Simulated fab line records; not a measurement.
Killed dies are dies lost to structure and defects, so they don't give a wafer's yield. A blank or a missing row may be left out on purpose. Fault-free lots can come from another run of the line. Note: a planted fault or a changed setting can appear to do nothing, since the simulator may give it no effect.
Code-filled problem report in 8D (eight disciplines) form ; flow sfqLine ; the parts of the form that need people (team, actions taken, sign-off) are left out

## 1. WHAT IS WRONG
Across 4 wafers from 2 lots, M6_NB_RS at SFQ_M6_RS_MEAS_938 averages 0.591 ohm/sq, while fault-free wafers read 0.889 ohm/sq with a standard deviation of 0.012. Measured from the usual mean, that is -25 standard deviations.
The step: measures by four-point-probe.
Earliest sighting: wafer L679.3 on filmMetro-04 at day 71 12:11. The record holds 42 wafers of 14 lots with a number at this step. Rule for "out", or "out of limits": more than 4 standard deviations from the usual mean. The rest of the wafers with a number are treated as sound.

## 2. WHAT IT IS AND WHAT IT IS NOT
question;is;is not
which readings at this step;M6_NB_RS;-
which lots;L679, L682;L666, L667, L668, L669, L670, L671, L673, L675, L681, L685, L687, L689
which wafers of those lots;L679.3, L679.6, L682.3, L682.6;L679.4, L682.2
read on which gauges;filmMetro-02, filmMetro-04;filmMetro-03
when;from day 71 12:11;"up to then (25 sound wafers); but 13 sound wafers of L681, L682, L685, L687, L689 came after"

## 3. SUSPECTS, AND WHAT RULES EACH OUT
Counting: if a tool at a process step up to the reading ran every lot that is out, it stays a suspect. Sound lots after the first of them don't rule it out here, since some wafers of a struck lot are sound.
- the gauge at SFQ_M6_RS_MEAS_938 has been ruled out. The wafers that are out were read on 2 gauges (filmMetro-02, filmMetro-04).
- pvdSputter-06 at SFQ_TRILAYER_M6_DEP_SPUTTER_157 (material Nb, target thk 200 nm, time 133.3 s): kept. It ran every lot that is out, first L679 (day 71 12:04); its last sound lot up to then is L671 (day 65 17:50).
Left after counting: pvdSputter-06 at SFQ_TRILAYER_M6_DEP_SPUTTER_157.

## 4. THE CAUSE (what the simulator had put in)
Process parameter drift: pvdSputter-06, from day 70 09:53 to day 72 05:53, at SFQ_TRILAYER_M6_DEP_SPUTTER_157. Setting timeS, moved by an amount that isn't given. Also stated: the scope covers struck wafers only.
This tool alone remained once counting was done.

## 5. SEQUENCE OF EFFECTS, ordered by route
Each row: a reading whose mean over the struck wafers that have a number lies more than 3 standard deviations from the usual. Readings are gone through only where the record gives a usual standard deviation; hours: the median, over the lots, of the time from a lot's start at the first step in this table giving one to that lot's start at this step; sigmas: the change measured in usual standard deviations.
hours;step;reading;usual;on struck wafers;change;sigmas
0;SFQ_M6_RS_MEAS_938;M6_NB_RS;0.889 ohm/sq;0.591;-0.298;-25
40;SFQ_TRILAYER_M6_ETCH_METAL_ETCH_162;oesProductAu;0.895 a.u.;1.003;+0.108;+14
Its process steps:
- SFQ_TRILAYER_M6_ETCH_METAL_ETCH_162: etches Nb in Cl2/Ar, stops on SiO2, target depth 240 nm, time 120 s.

## 6. HOW IT WOULD HAVE BEEN CAUGHT EARLIER
26 hours passed between the start of the fault at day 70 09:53 and the first reading out of limits at a measuring or inspecting step in this record, taken at day 71 12:11.
No tool reading at SFQ_TRILAYER_M6_DEP_SPUTTER_157 that has a usual standard deviation in the record was out on any struck wafer, so an alarm limit of 4 standard deviations on those readings would not have fired.
Among the 2 lots that are out, L682 began SFQ_TRILAYER_M6_DEP_SPUTTER_157 on pvdSputter-06 after day 71 12:11. Had the tool been put on hold then, it would have been spared.
